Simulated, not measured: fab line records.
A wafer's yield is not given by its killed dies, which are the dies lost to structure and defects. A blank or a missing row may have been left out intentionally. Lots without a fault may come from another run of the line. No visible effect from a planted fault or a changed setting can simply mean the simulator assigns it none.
The same fault as seen by 2 desks ; flow sky130 ; only its own numbers are on each desk; what lay behind them is given at the end

FOR THE TOOL OWNER'S DESK: rie_metal-03
The tool's own readings at SKY_METAL3_ETCH_16 (etches BARC in N2/H2, stops on SiO2, time 88.2 s, target depth 60 nm): means of the sampled wafers that have a number, for each lot that ran on this tool. If a lot's mean is further than 4 standard deviations from the usual mean, the lot is out of limits and carries the mark OUT (the distance appears in the brackets).
Columns: A = drypump_motor_current_A at SKY_METAL3_ETCH_16, usual 5.7 A; B = he_backside_leak_sccm at SKY_METAL3_ETCH_16, usual 3.34 sccm; C = oes_product_au at SKY_METAL3_ETCH_16, usual 0.626 a.u.; D = rf_fwd_power_W at SKY_METAL3_ETCH_16, usual 496.0 W; E = throttle_valve_pct at SKY_METAL3_ETCH_16, usual 13.204 %
lot;first seen here;A;B;C;D;E
L832;day 39 00:32;5.8;3.33;0.631;493.6;13.210
L837;day 41 01:23;5.9;3.33;0.628;498.0;13.205
L839;day 41 20:11;5.9;3.29;0.624;496.2;13.202
L840;day 41 20:32;5.8;3.21;0.622;497.0;13.195
L843;day 42 17:17;5.8;3.28;0.625;577.1 (+48) OUT;13.208
L845;day 43 00:20;6.0;3.09;0.628;577.2 (+48) OUT;13.207
L846;day 43 05:38;5.9;3.22;0.622;575.9 (+47) OUT;13.208
This desk's verdict: out of limits on L843, L845, L846, starting with L843 at day 42 17:17 (rf_fwd_power_W at SKY_METAL3_ETCH_16). L832, L837, L839, L840: within limits.

AT THE METROLOGY DESK
What the gauges read, lot by lot, whatever tool the lot ran on: means of the sampled wafers that have a number. If a lot's mean is further than 4 standard deviations from the usual mean, the lot is out of limits and carries the mark OUT (the distance appears in the brackets).
Columns: A = CAPM_CVD_00_THK at SKY_CAPM_THK_MEAS_01, usual 15.48 nm; B = VIA3_BOW at SKY_VIA3_BOW_MEAS_03, usual 81 um
lot;first seen here;A;B
L830;day 36 10:34;15.52;74
L832;day 36 21:23;15.66;84
L836;day 38 15:31;15.70;85
L837;day 39 01:32;15.25;79
L839;day 39 19:12;15.43;77
L840;day 39 19:48;15.67;82
L842;day 40 15:53;15.49;88
L843;day 40 16:13;15.37;80
L845;day 41 01:06;15.49;79
L846;day 41 06:23;15.43;86
L851;day 42 20:23;15.26;92
L852;day 43 02:41;15.57;88
Finding of this desk: none of the 12 lots has anything out of limits.

ALL TOGETHER
An alarm could have come from the tool owner's desk at day 42 17:17, on L843, L845, L846.
The metrology desk saw nothing out of limits.
The metrology desk holds a record of L843, L845, L846, inside its limits.
Of the lots named, all ran SKY_METAL3_ETCH_16 on rie_metal-03.

WHAT THE SIMULATOR HAD PUT IN
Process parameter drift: rie_metal-03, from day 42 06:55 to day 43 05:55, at SKY_METAL3_ETCH_16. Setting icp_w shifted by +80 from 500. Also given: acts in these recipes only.
Lots struck among those shown: L843, L845, L846.
Time in hours from fault onset to the first out-of-limits reading at each desk: the tool owner's desk, 10.
